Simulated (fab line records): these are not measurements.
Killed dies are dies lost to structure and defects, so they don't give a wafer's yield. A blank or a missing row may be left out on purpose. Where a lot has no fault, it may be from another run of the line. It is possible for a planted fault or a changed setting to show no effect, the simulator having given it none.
The same fault as seen by 2 desks + flow sky130 + numbers are kept per desk, each desk with only its own; the story behind them comes last

## THE METROLOGY DESK
What the gauges read for every lot (on any tool): the sampled wafers with a number, averaged. Any lot whose mean is over 4 standard deviations away from the usual mean is out of limits and marked OUT; that distance is given in the brackets.
Columns: A = CAPM_CVD_00_THK at SKY_CAPM_THK_MEAS_01, usual 15.52 nm
| lot  | first seen here | A                |
|------|-----------------|------------------|
| L444 | day 36 08:24    | 15.50            |
| L446 | day 36 18:42    | 15.38            |
| L447 | day 36 23:16    | 15.64            |
| L448 | day 37 13:20    | 15.48            |
| L449 | day 37 22:14    | 15.63            |
| L452 | day 39 07:03    | 15.44            |
| L455 | day 39 20:49    | 13.90 (-6.5) OUT |
| L461 | day 41 16:43    | 15.67            |
| L464 | day 42 02:59    | 15.46            |
| L463 | day 42 07:29    | 15.21            |
| L465 | day 42 09:22    | 15.72            |
| L466 | day 42 23:00    | 15.44            |
| L467 | day 43 00:30    | 15.61            |
Finding of this desk: L455 out of limits, first seen on L455 at day 39 20:49 (CAPM_CVD_00_THK at SKY_CAPM_THK_MEAS_01). L444, L446, L447, L448, L449, L452, L461, L464, L463, L465, L466, L467: within limits.

## THE TOOL OWNER'S DESK: pecvd-01
The tool's own readings at SKY_CAPM_CVD_00 (deposits SiO2, target thk 15.5 nm): means of the sampled wafers that have a number, for each lot that ran on this tool. Any lot whose mean is over 4 standard deviations away from the usual mean is out of limits and marked OUT; that distance is given in the brackets.
Columns: A = heater_power_w at SKY_CAPM_CVD_00, usual 712 W
| lot  | first seen here | A   |
|------|-----------------|-----|
| L444 | day 36 08:23    | 765 |
| L449 | day 37 22:13    | 870 |
| L455 | day 39 20:47    | 856 |
| L467 | day 43 00:29    | 761 |
Result from this desk: across the 4 lots, nothing is out of limits.

## TAKEN TOGETHER
L455 would have let the metrology desk raise an alarm at day 39 20:49.
The desk of the tool owner found nothing out of limits.
On record at the tool owner's desk: L455, within its limits.
The lots listed all ran SKY_CAPM_CVD_00 on pecvd-01.

## WHAT HAD BEEN PUT IN BY THE SIMULATOR
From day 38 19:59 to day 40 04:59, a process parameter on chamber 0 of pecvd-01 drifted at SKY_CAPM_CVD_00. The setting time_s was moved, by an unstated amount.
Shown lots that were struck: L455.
Time in hours between the start of the fault and the first out-of-limits reading at each desk: metrology desk, 25.
